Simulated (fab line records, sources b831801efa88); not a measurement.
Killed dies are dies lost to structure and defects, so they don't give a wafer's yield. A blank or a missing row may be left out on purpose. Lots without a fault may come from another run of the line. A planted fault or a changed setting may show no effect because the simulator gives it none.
Which tool did it? | flow sky130 | 10 lots, 30 wafers sampled, at 5 steps of a route of 708

WHAT THE GAUGES READ, wafer by wafer
SKY_LI_CONTACT_RS_MEAS_22: measures by four-point-probe.
lot  | measured     | on            | LI_CONTACT_W_RS (ohm/sq)
L283 | day 28 18:46 | film_metro-02 | 0.278 0.278 0.277
L286 | day 30 07:34 | film_metro-02 | 0.288 0.293 0.293
L288 | day 31 02:11 | film_metro-02 | 0.286 0.282 0.288
L291 | day 32 00:52 | film_metro-04 | 0.282 0.291 0.285
L293 | day 33 00:34 | film_metro-01 | 0.291 0.283 0.290
L294 | day 33 02:59 | film_metro-04 | 0.261 0.258 0.263
L295 | day 33 10:36 | film_metro-02 | 0.289 0.292 0.291
L300 | day 34 22:06 | film_metro-02 | 0.262 0.262 0.260
L304 | day 35 20:53 | film_metro-02 | 0.280 0.278 0.292
L306 | day 36 13:34 | film_metro-02 | 0.275 0.278 0.290

SKY_LI_CONTACT_THK_MEAS_23: measures by xrf.
lot  | measured     | on            | LI_CONTACT_W_THK (nm)
L283 | day 28 18:53 | film_metro-02 | 407 412 409
L286 | day 30 07:41 | film_metro-02 | 399 388 390
L288 | day 31 02:18 | film_metro-02 | 395 403 396
L291 | day 32 00:59 | film_metro-04 | 411 399 407
L293 | day 33 00:40 | film_metro-01 | 401 411 401
L294 | day 33 03:06 | film_metro-04 | 444 451 442
L295 | day 33 10:41 | film_metro-02 | 395 388 391
L300 | day 34 22:13 | film_metro-02 | 434 430 437
L304 | day 35 20:59 | film_metro-02 | 403 403 387
L306 | day 36 13:41 | film_metro-02 | 419 416 396

WHICH TOOL RAN EACH LOT (tool, then ch and the chambers of the sampled wafers, then the start)
lot  | SKY_SD_N_STRIP_11                    | SKY_LI_CONTACT_SPUTTER_19    | SKY_LI_CONTACT_CVD_21
L283 | plasma_asher-02 ch 0,1, day 27 11:53 | pvd_sputter-01, day 28 18:30 | cvd_w-02 ch 1, day 28 18:38
L286 | plasma_asher-03 ch 0, day 29 01:10   | pvd_sputter-04, day 30 07:18 | cvd_w-01 ch 0,1, day 30 07:26
L288 | plasma_asher-03 ch 0,1, day 29 19:14 | pvd_sputter-01, day 31 01:55 | cvd_w-01 ch 0,1, day 31 02:03
L291 | plasma_asher-03 ch 0,1, day 30 19:08 | pvd_sputter-01, day 32 00:36 | cvd_w-01 ch 0,1, day 32 00:44
L293 | plasma_asher-01 ch 0,1, day 31 19:04 | pvd_sputter-04, day 33 00:16 | cvd_w-01 ch 0,1, day 33 00:26
L294 | plasma_asher-03 ch 0,1, day 31 21:22 | pvd_sputter-03, day 33 02:43 | cvd_w-01 ch 0,1, day 33 02:51
L295 | plasma_asher-03 ch 0,1, day 32 05:25 | pvd_sputter-01, day 33 10:09 | cvd_w-02 ch 0, day 33 10:25
L300 | plasma_asher-03 ch 0,1, day 33 17:47 | pvd_sputter-01, day 34 21:49 | cvd_w-01 ch 0,1, day 34 21:57
L304 | plasma_asher-03 ch 0,1, day 34 16:22 | pvd_sputter-04, day 35 20:35 | cvd_w-02 ch 0,1, day 35 20:46
L306 | plasma_asher-01 ch 0,1, day 35 08:58 | pvd_sputter-01, day 36 13:18 | cvd_w-02 ch 0,1, day 36 13:26
- SKY_SD_N_STRIP_11: strips in O2/N2.
- SKY_LI_CONTACT_SPUTTER_19: material Ti, target thk 20 nm, time 106.37 s.
- SKY_LI_CONTACT_CVD_21: deposits W, target thk 400 nm, time 120.56 s.

WHAT THE TOOLS THEMSELVES READ (means of the sampled wafers that have a number; where no wafer has one, the mark that the record gives instead)
SKY_SD_N_STRIP_11.
lot  | tool            | chamber_pressure_mTorr (mTorr) | drypump_motor_current_A (A) | oes_product_au (a.u.) | strip_time_to_endpoint_s (s)
L283 | plasma_asher-02 | 1500.4                         | 5.4                         | 0.526                 | 22.53
L286 | plasma_asher-03 | 1501.0                         | 5.1                         | 0.526                 | 22.61
L288 | plasma_asher-03 | 1500.4                         | 5.3                         | 0.525                 | 22.60
L291 | plasma_asher-03 | 1499.4                         | 5.6                         | 0.523                 | 22.52
L293 | plasma_asher-01 | 1500.4                         | 5.7                         | 0.528                 | 22.49
L294 | plasma_asher-03 | 1499.5                         | 5.4                         | 0.526                 | 22.53
L295 | plasma_asher-03 | 1499.5                         | 5.4                         | 0.527                 | 22.52
L300 | plasma_asher-03 | 1498.9                         | 5.6                         | 0.527                 | 22.54
L304 | plasma_asher-03 | 1500.1                         | 5.4                         | 0.530                 | 22.50
L306 | plasma_asher-01 | 1499.9                         | 5.6                         | 0.525                 | 22.52

SKY_LI_CONTACT_SPUTTER_19.
lot  | tool           | cathode_dc_power_W (W) | chamber_pressure_pa (Pa) | substrate_temp_c (C) | throttle_valve_pct (%)
L283 | pvd_sputter-01 | 2499.9                 | 5.008                    | 200.10               | 30.3
L286 | pvd_sputter-04 | 2499.7                 | 4.994                    | 199.94               | 29.3
L288 | pvd_sputter-01 | 2500.2                 | 5.003                    | 199.98               | 30.6
L291 | pvd_sputter-01 | 2500.0                 | 4.996                    | 199.97               | 30.4
L293 | pvd_sputter-04 | 2499.7                 | 5.012                    | 199.99               | 29.4
L294 | pvd_sputter-03 | 2500.2                 | 4.994                    | 199.94               | 29.5
L295 | pvd_sputter-01 | 2500.4                 | 5.006                    | 199.93               | 30.3
L300 | pvd_sputter-01 | 2500.3                 | 4.995                    | 200.11               | 30.3
L304 | pvd_sputter-04 | 2500.2                 | 4.995                    | 199.86               | 29.8
L306 | pvd_sputter-01 | 2499.9                 | 5.009                    | 199.94               | 30.8

SKY_LI_CONTACT_CVD_21.
lot  | tool     | heater_power_w (W)
L283 | cvd_w-02 | 798
L286 | cvd_w-01 | 798
L288 | cvd_w-01 | 810
L291 | cvd_w-01 | 805
L293 | cvd_w-01 | 801
L294 | cvd_w-01 | 804
L295 | cvd_w-02 | 724
L300 | cvd_w-01 | 806
L304 | cvd_w-02 | 778
L306 | cvd_w-02 | 783

THE ANSWER, worked out from the rows above alone
Rule: what is usual is taken from the lots themselves. Put in order of their means at a reading, lots are off if they are a third of the lots or fewer, leave a main group of 4 or more, and stand apart from it by a gap of 3 or more times the standard deviation of the main group's means; of several such gaps the widest counts. A main group whose means are all the same, to the digits that the tables above print for the reading, isn't used. A lot without any number at a reading at which 4 lots or more have one is off too. The other lots that the step has rows for count as sound. The gauges are gone through in route order, then the tools' own readings, and for those a lot's mean is taken as printed above. The first step at which some lot is off is used, and at that step the reading that is off furthest; a lot without a number counts as furthest.
Off: L294, L300, at SKY_LI_CONTACT_RS_MEAS_22 (LI_CONTACT_W_RS). The main group: mean 0.285 ohm/sq, standard deviation 0.0044.
A tool fits if, at a process step before that reading, it ran every lot that is off, and no sound lot after the first of them. The gauges at SKY_LI_CONTACT_RS_MEAS_22 are tried like those tools. One fits: cvd_w-01 at SKY_LI_CONTACT_CVD_21. Its last sound lot is L293 (day 33 00:26), its first lot that is off L294 (day 33 02:51): a fault that began between those two fits.

WHAT THE SIMULATOR HAD PUT IN
Process parameter drift: cvd_w-01, from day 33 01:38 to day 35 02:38, at SKY_LI_CONTACT_CVD_21. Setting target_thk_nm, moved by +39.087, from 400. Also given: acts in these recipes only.
Lots struck among those shown: L294, L300. The rule above found the same.
